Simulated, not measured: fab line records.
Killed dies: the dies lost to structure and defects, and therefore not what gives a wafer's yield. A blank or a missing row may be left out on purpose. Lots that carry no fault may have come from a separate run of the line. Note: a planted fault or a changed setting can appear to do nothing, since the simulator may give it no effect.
2 desks looking at one fault	flow sky130	what lay behind the numbers comes last; until then each desk has only its own

THE TOOL OWNER'S DESK: rieDiel-03
The tool's own readings at SKY_VIA1_ETCH_15 (etches SiO2 in C4F8/O2/Ar, stops on TiN, target depth 351 nm, time 54 s): means of the sampled wafers that have a number, for each lot that ran on this tool. Marked OUT: a lot whose mean sits more than 4 standard deviations from the usual mean, which makes it out of limits; the brackets give that distance.
Columns: A = oesProductAu at SKY_VIA1_ETCH_15, usual 0.981 a.u.
lot	first seen here	A
L159	day 35 07:48	0.979
L161	day 35 15:57	0.980
L162	day 35 17:36	0.982
L166	day 36 23:03	0.978
L168	day 37 11:17	0.941 (-7.2) OUT
L180	day 41 07:33	0.979
This desk's finding: out of limits on L168; first on L168, day 37 11:17 (oesProductAu at SKY_VIA1_ETCH_15). L159, L161, L162, L166, L180 stayed within limits.

AT THE METROLOGY DESK
What the gauges read for every lot (on any tool): the sampled wafers with a number, averaged. Marked OUT: a lot whose mean sits more than 4 standard deviations from the usual mean, which makes it out of limits; the brackets give that distance.
Columns: A = CONTACT_BOW at SKY_CONTACT_BOW_MEAS_05, usual 83 um; B = CONTACT_OVL at SKY_CONTACT_OVL_MEAS_15, usual 3 nm
lot	first seen here	A	B
L157	day 31 15:22	89	15
L159	day 31 20:44	78	-6
L161	day 32 04:16	90	7
L160	day 32 04:35	80	18
L162	day 32 05:18	82	6
L163	day 32 13:52	84	6
L165	day 33 09:51	85	4
L166	day 33 12:40	85	-1
L168	day 34 01:16	87	6
L176	day 36 13:10	79	-2
L177	day 37 04:14	85	2
L179	day 38 00:03	85	5
L180	day 38 02:35	86	9
This desk found nothing out of limits on any of the 13 lots.

PUT TOGETHER
An alarm could have come from the tool owner's desk at day 37 11:17, on L168.
At the metrology desk, nothing out of limits was observed.
The metrology desk has L168 on record, within its limits.
All the named lots went through SKY_VIA1_ETCH_15 on rieDiel-03.

WHAT THE SIMULATOR HAD INSERTED
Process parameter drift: rieDiel-03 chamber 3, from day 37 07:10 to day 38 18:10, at SKY_VIA1_ETCH_15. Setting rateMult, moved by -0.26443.
Lots struck among those shown: L168.
How many hours passed from the start of the fault until each desk's first out-of-limits reading: the tool owner's desk, 4.
